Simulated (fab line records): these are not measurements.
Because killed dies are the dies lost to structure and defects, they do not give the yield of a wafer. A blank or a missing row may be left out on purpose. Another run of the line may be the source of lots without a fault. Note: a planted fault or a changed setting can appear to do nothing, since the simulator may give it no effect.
Comparing a struck lot with a sound one | flow sky130 | 18 steps out of a route of 708
Sound: the wafers L528.2, L528.4, L528.5. Struck: wafer L524.3 (left out: L524.5, L524.6 of the same lot, which were not struck); the cause appears at the end.
At each step with rows: each side's tool, then ch and its chambers, then its first start. Under that, the readings that differ: sound wafers | struck wafers | difference of the means | sigmas: that difference in standard deviations of wafers without a fault.
alike: same words and numbers on both sides, and readings whose means sit less than 2 such deviations apart. not compared: any withheld reading, any reading some wafer has no value for, any bound like >300 that may hide the same value, and any number with overlapping values for which the record gives no deviation.
The two part at a step that has a row with sigmas, a row that says differs or no value, or rows on one side only. Numbers that don't overlap but have no deviation are shown without sigmas and don't part them. A reading that every wafer of one side lacks parts them only if that side has two wafers or more.

first, 3 steps without rows for these wafers: SKY_VIA2_EXPOSE_09 (exposes mask VIM2, target cd 200 nm); SKY_VIA2_PEB_10; SKY_VIA2_DEVELOP_11 (develop time 60 s).
SKY_VIA2_CD_MEAS_12: target cd 200 nm.
  sound: cdSem-02 at day 40 05:50; struck: cdSem-02 at day 39 01:33
  alike: cdNm
SKY_VIA2_OVL_MEAS_13:
  sound: overlay-01 at day 40 05:56; struck: overlay-01 at day 39 01:38
  alike: VIA2_OVL
SKY_VIA2_ETCH_14: etches BARC in N2/H2, stops on SiO2, time 45.9 s, target depth 60 nm.
  sound on rieDiel-01 ch 0,2,3, day 40 05:58; struck on rieDiel-04 ch 2, day 39 01:40
reading              | sound                | struck | difference | sigmas
throttleValvePct (%) | 13.224 13.214 13.229 | 13.239 | +0.017     | +2
  alike: drypumpMotorCurrentA, oesProductAu
  not compared: rfHoursCounterH
SKY_VIA2_ETCH_15: etches SiO2 in C4F8/O2/Ar, stops on TiN, target depth 546 nm, time 84 s.
  sound on rieDiel-01 ch 0,2,3, day 40 06:00; struck on rieDiel-04 ch 2, day 39 01:43
  alike: oesProductAu
  not compared: rfHoursCounterH
SKY_VIA2_STRIP_16: strips in O2/N2.
  sound on plasmaAsher-01 ch 0, day 40 06:04; struck on plasmaAsher-02 ch 0, day 39 01:48
  alike: drypumpMotorCurrentA, oesProductAu, stripTimeToEndpointS
  not compared: rfHoursCounterH
then, 3 steps without rows for these wafers: SKY_VIA2_STRIP_17 (strips in post etch residue remover, time 1200 s); SKY_VIA2_CLEAN_18 (cleans in IPA, time 180 s); SKY_VIA2_CLEAN_19 (cleans in O3/DIW).
SKY_VIA2_SPUTTER_20: material TiN, target thk 20 nm, time 80 s.
  sound: pvdSputter-02 at day 40 06:40; struck: pvdSputter-01 at day 39 02:22
reading              | sound          | struck | difference | sigmas
throttleValvePct (%) | 30.7 28.5 30.8 | 32.7   | +2.7       | +2
SKY_VIA2_CVD_21: deposits W, target thk 420 nm, time 126.4 s.
  sound on cvdW-01 ch 0,1, day 40 06:44; struck on cvdW-02 ch 1, day 39 02:28
reading                           | sound             | struck | difference | sigmas
model.W_of_VIA2_CVD_21.thkNm (nm) | 412.6 416.9 418.3 | 629    | +213       | 
  alike: heaterPowerW
SKY_VIA2_RS_MEAS_22: measures by four-point-probe.
  sound: filmMetro-04 at day 40 06:53; struck: filmMetro-04 at day 39 02:35
reading            | sound                | struck | difference | sigmas
VIA2_W_RS (ohm/sq) | 0.2774 0.2750 0.2736 | 0.1816 | -0.0937    | -31
SKY_VIA2_THK_MEAS_23: measures by xrf.
  sound: filmMetro-04 at day 40 06:59; struck: filmMetro-04 at day 39 02:41
  not compared: VIA2_W_THK
SKY_VIA2_CMP_24: polishes, stops on SiO2, t overpolish 20 s, target thk 0 nm.
  sound on cmp-02 ch 0,1,2, day 40 07:02; struck on cmp-01 ch 1, day 39 03:16
reading             | sound    | struck | difference | sigmas
timeToEndpointS (s) | 97 94 99 | 160    | +63        | +17
  alike: headPressurePsi, motorCurrentA
SKY_METAL3_SPUTTER_00: material Ti, target thk 15 nm, time 10 s.
  sound: pvdSputter-03 at day 40 07:20; struck: pvdSputter-03 at day 39 03:25
  alike: throttleValvePct
-- the record jumps here: 9 days lie between the struck wafers' starts before and after (it left off in module METAL3 and takes up again in module PAD_OPEN, whose first step shown is number 708 of the route) --
SKY_PAD_OPEN_PROBE_99:
  sound: prober-02 at day 48 23:04; struck: prober-02 at day 47 23:34
  alike: defectLimitedYield, killed_at_M0_to_M3, killed_at_M4_up, killedAtContacts, killedAtFrontEnd, killedAtOther, killedDies, killedOpen, killedShort, sort_bin_3_pad_short, sort_bin_5_function, sort_bin_6_memory, sortNPass, sortYieldPct

== WHERE THEY PART ==
Earliest at SKY_VIA2_ETCH_14; latest, in this record, at SKY_VIA2_CMP_24. Later steps at which nothing parts them and some readings are alike: SKY_METAL3_SPUTTER_00, SKY_PAD_OPEN_PROBE_99.

WHY: the cause the simulator had injected
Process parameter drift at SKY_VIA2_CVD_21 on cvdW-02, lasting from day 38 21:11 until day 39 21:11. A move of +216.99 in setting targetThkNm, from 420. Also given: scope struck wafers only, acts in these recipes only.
